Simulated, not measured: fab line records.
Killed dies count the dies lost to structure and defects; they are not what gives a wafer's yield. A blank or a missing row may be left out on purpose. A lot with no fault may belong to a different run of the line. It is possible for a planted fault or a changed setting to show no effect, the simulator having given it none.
Matching of chambers / flow sky130 / SKY_PASSIVATION_CVD_00 on pecvd-02 has 3 sister chambers
The step deposits SiO2, target thk 90 nm. 3 wafers are shown with their chamber, then 10 later ones without.

== WAFERS PAIRED WITH THEIR CHAMBERS ==
wafer=L083.4; chamber=2; heaterPowerW (W)=618
wafer=L086.3; chamber=1; heaterPowerW (W)=613
wafer=L086.5; chamber=0; heaterPowerW (W)=658

== WAFERS WHOSE CHAMBER IS MISSING ==
wafer=L086.6; heaterPowerW (W)=631
wafer=L088.1; heaterPowerW (W)=625
wafer=L088.3; heaterPowerW (W)=771
wafer=L088.6; heaterPowerW (W)=779
wafer=L089.1; heaterPowerW (W)=559
wafer=L089.3; heaterPowerW (W)=572
wafer=L089.6; heaterPowerW (W)=570
wafer=L096.2; heaterPowerW (W)=681
wafer=L096.3; heaterPowerW (W)=577
wafer=L096.5; heaterPowerW (W)=606

== CHAMBER TAKEN BY EACH ==
wafer=L086.6; from the rows above=can't be placed: 2 or 1 or 0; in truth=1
wafer=L088.1; from the rows above=can't be placed: 2 or 1 or 0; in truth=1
wafer=L088.3; from the rows above=can't be placed: 0 or 2 or 1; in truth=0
wafer=L088.6; from the rows above=can't be placed: 0 or 2 or 1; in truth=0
wafer=L089.1; from the rows above=can't be placed: 1 or 2 or 0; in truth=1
wafer=L089.3; from the rows above=can't be placed: 1 or 2 or 0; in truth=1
wafer=L089.6; from the rows above=can't be placed: 1 or 2 or 0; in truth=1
wafer=L096.2; from the rows above=can't be placed: 0 or 2 or 1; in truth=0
wafer=L096.3; from the rows above=can't be placed: 1 or 2 or 0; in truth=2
wafer=L096.5; from the rows above=can't be placed: 1 or 2 or 0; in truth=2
Correct placement for 0 of the 10. These rows do not allow placing 10 (true chamber among the candidates in 10). Number placed wrongly: 0.
How it was worked out, from the rows above alone: a wafer's distance from a chamber is the root of the sum, over the readings, of the square of ((its reading less the chamber's mean) divided by the reading's scatter). The wafer belongs to the nearest chamber; if the next one is less than 2 further off, it can't be placed. The mean given for a chamber averages the wafers shown for that chamber. The scatter: with one shown wafer a chamber, the root of the mean of the squares of how far each hidden wafer lies from its nearest shown one.
